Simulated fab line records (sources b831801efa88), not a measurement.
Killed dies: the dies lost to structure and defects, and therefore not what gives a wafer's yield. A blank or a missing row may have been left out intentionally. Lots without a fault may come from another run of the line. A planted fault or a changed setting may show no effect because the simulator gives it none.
One fault through the eyes of 2 desks -- flow sky130 -- each desk holds nothing but its own numbers, with what lay behind them at the end

== TOOL OWNER'S DESK, litho-track-03 ==
The tool's own readings at SKY_VIA2_DEVELOP_11 (develop time 60 s): means of the sampled wafers that have a number, for each lot that ran on this tool. Any lot whose mean is over 4 standard deviations away from the usual mean is out of limits and marked OUT; that distance is given in the brackets.
Columns: A = chill-plate-temp-C at SKY_VIA2_DEVELOP_11, usual 23.01 C; B = developer-temp-C at SKY_VIA2_DEVELOP_11, usual 20.99 C; C = resist-line-temp-C at SKY_VIA2_DEVELOP_11, usual 22.99 C
lot,first seen here,A,B,C
L898,day 36 03:00,23.00,21.02,23.12
L901,day 36 17:00,22.95,21.03,23.07
L906,day 38 17:00,22.94,23.06 (+21) OUT,23.04
L908,day 39 12:00,22.95,23.09 (+22) OUT,22.94
L911,day 40 12:00,23.04,23.00 (+21) OUT,22.93
This desk finds L906, L908, L911 out of limits, L906 being first, at day 38 17:00 (developer-temp-C at SKY_VIA2_DEVELOP_11). L898, L901 stayed within limits.

== AT THE METROLOGY DESK ==
Means of the sampled wafers that have a number, per lot and without regard to the tool the lot ran on: this is what the gauges read. Any lot whose mean is over 4 standard deviations away from the usual mean is out of limits and marked OUT; that distance is given in the brackets.
Columns: A = VIA2_OVL at SKY_VIA2_OVL_MEAS_13, usual 3 nm
lot,first seen here,A
L898,day 36 04:02,-6
L901,day 36 17:34,2
L899,day 36 19:14,7
L903,day 37 07:05,3
L906,day 38 17:29,4
L908,day 39 12:32,5
L911,day 40 12:43,10
L914,day 41 06:46,4
L917,day 41 21:14,5
L919,day 42 14:26,-1
L920,day 42 20:41,5
L921,day 43 08:02,7
Finding of this desk: none of the 12 lots has anything out of limits.

== PUT TOGETHER ==
An alarm could have come from the tool owner's desk at day 38 17:00, on L906, L908, L911.
The metrology desk saw nothing out of limits.
The metrology desk has L906, L908, L911 on record, within its limits.
Of the lots named, all ran SKY_VIA2_DEVELOP_11 on litho-track-03.

== WHAT HAD BEEN PUT IN BY THE SIMULATOR ==
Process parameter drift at SKY_VIA2_DEVELOP_11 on litho-track-03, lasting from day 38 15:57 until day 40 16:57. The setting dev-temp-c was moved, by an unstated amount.
Shown lots that were struck: L906, L908, L911.
Time in hours from fault onset to the first out-of-limits reading at each desk: the tool owner's desk, 1.
